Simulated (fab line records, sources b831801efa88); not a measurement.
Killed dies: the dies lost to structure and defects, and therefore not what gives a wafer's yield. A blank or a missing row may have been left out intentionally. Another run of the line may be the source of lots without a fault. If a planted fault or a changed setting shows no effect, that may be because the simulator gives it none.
Comparing a struck lot with a sound one | flow sfq line | 24 steps out of a route of 325
Sound: these wafers, L351.1, L351.2, L351.6. Wafers struck: L360.2, L360.4, L360.5. Last of all comes the cause.
Each step with rows lists, per side, the tool, then ch with its chambers, then its first start. Under that, the readings that differ: sound wafers | struck wafers | difference of the means | sigmas: that difference in standard deviations of wafers without a fault.
alike: same words and numbers on both sides, and readings whose means sit less than 2 such deviations apart. not compared: any withheld reading, any reading some wafer has no value for, any bound like >300 that may hide the same value, and any number with overlapping values for which the record gives no deviation.
Wherever a step has rows on one side only, a row that says differs or no value, or a row with sigmas, the two part there. When numbers do not overlap yet have no deviation, they are printed without sigmas and do not part them. A reading that every wafer of one side lacks parts them only if that side has two wafers or more.

first, 2 steps without rows for these wafers: SFQ_TRILAYER_C5_STRIP_SOLV_CLEAN_156 (cleans in NMP, time 600 s); SFQ_TRILAYER_M6_DEP_PRE_CLEAN_158 (time 22.5 s).
SFQ_TRILAYER_M6_DEP_SPUTTER_157: material Nb, target thk 200 nm, time 133.3 s.
  sound on pvd sputter-05, day 53 02:56; struck on pvd sputter-05, day 56 16:04
  alike: substrate temp c, throttle valve pct
SFQ_M6_RS_MEAS_938: measures by four-point-probe.
  sound on film metro-03, day 53 03:02; struck on film metro-04, day 56 16:10
  alike: M6_NB_RS
then, 6 steps without rows for these wafers: SFQ_TRILAYER_M6_LITHO_COAT_164 (resist thk 62 nm); SFQ_TRILAYER_M6_LITHO_COAT_159 (resist thk 600 nm); SFQ_TRILAYER_M6_LITHO_SOFTBAKE_163; SFQ_TRILAYER_M6_LITHO_EXPOSE_160 (exposes mask M6, target cd 500 nm); SFQ_TRILAYER_M6_LITHO_PEB_162 (peb time 60 s); SFQ_TRILAYER_M6_LITHO_DEVELOP_161 (time 60 s).
SFQ_M6_OVL_MEAS_940:
  sound on overlay-02, day 53 06:38; struck on overlay-02, day 56 18:35
  alike: M6_OVL
SFQ_TRILAYER_M6_BARC_OPEN_METAL_ETCH_206: etches BARC in O2, target depth 125 nm, time 41.7 s.
  sound on rie metal-02 ch 0,1, day 53 06:41; struck on rie metal-03 ch 0,1, day 56 18:37
  no value came back on the struck wafers for bias w (W), chamber pressure mTorr (mTorr), drypump motor current A (A), oes product au (a.u.); on the sound wafers bias w (W) reads 80.25 80.14 80.40
  reading                                             | sound             | struck          | difference | sigmas
  model.KrF_of_TRILAYER_M6_LITHO_COAT_159.thk nm (nm) | 521.3 524.6 524.7 | 574.7 575.6 576 | +51.9      |
  not compared: rf hours counter h
SFQ_TRILAYER_M6_ETCH_METAL_ETCH_162: etches Nb in Cl2/Ar, stops on SiO2, target depth 240 nm, time 120 s.
  sound on rie metal-02 ch 0,1, day 53 06:46; struck on rie metal-03 ch 0,1, day 56 18:41
  reading                                             | sound             | struck            | difference | sigmas
  oes product au (a.u.)                               | 0.894 0.899 0.896 | 0.382 0.382 0.364 | -0.520     | -69
  model.KrF_of_TRILAYER_M6_LITHO_COAT_159.thk nm (nm) | 379.2 383.6 381.7 | 433.3 435.9 435.1 | +53.3      |
  alike: bias w, chamber pressure mTorr, drypump motor current A
  not compared: rf hours counter h
SFQ_TRILAYER_M6_STRIP_STRIP_163: strips in O2.
  sound on rie metal-02 ch 0,1, day 53 06:55; struck on rie metal-03 ch 0,1, day 56 18:48
  alike: drypump motor current A, oes product au, platen temp c
  not compared: rf hours counter h
then, 1 step without rows for these wafers: SFQ_TRILAYER_M6_STRIP_SOLV_CLEAN_164 (cleans in NMP, time 600 s).
SFQ_TRILAYER_I6_DEP_PECVD_165: deposits SiO2 from SiH4/N2O, time 111.11 s, target thk 500 nm.
  sound on pecvd-02 ch 0,1, day 53 07:54; struck on pecvd-03 ch 0,1,2, day 56 19:35
  alike: heater power w, throttle valve pct
SFQ_TRILAYER_I6_CMP_CMP_166: polishes SiO2.
  sound on cmp-01 ch 0,2, day 53 10:01; struck on cmp-02 ch 0,1,3, day 56 20:39
  alike: motor current A, slurry flow ml min, time to endpoint s
SFQ_I6_BOW_MEAS_941:
  sound on film metro-04, day 53 12:31; struck on film metro-04, day 56 22:40
  alike: I6_BOW
SFQ_TRILAYER_I6_METRO_MEASURE_167:
  sound on film metro-04, day 53 12:38; struck on film metro-04, day 56 22:58
  alike: thk nm
then, 3 steps without rows for these wafers: SFQ_TRILAYER_I6_VIA_LITHO_COAT_174 (resist thk 62 nm); SFQ_TRILAYER_I6_VIA_LITHO_COAT_169 (resist thk 650 nm); SFQ_TRILAYER_I6_VIA_LITHO_SOFTBAKE_173.
-- the record jumps here: 5 days lie between the struck wafers' starts before and after --
SFQ_TRILAYER_I6_VIA_LITHO_EXPOSE_170: exposes mask I6, target cd 700 nm.
  sound on krf scanner-01 ch 0, day 58 21:41; struck on krf scanner-01, day 61 23:44
  no value came back on the struck wafers for exposure dose mJ cm2, focus offset nm (nm); on the sound wafers exposure dose mJ cm2 reads 21.314 21.294 21.290
  alike: mask
then, 1 step without rows for these wafers: SFQ_TRILAYER_I6_VIA_LITHO_PEB_172 (peb time 60 s).

WHERE THEY PART
At SFQ_TRILAYER_M6_BARC_OPEN_METAL_ETCH_206 first; at SFQ_TRILAYER_I6_VIA_LITHO_EXPOSE_170 last (within this record only).

WHY: the cause the simulator had injected
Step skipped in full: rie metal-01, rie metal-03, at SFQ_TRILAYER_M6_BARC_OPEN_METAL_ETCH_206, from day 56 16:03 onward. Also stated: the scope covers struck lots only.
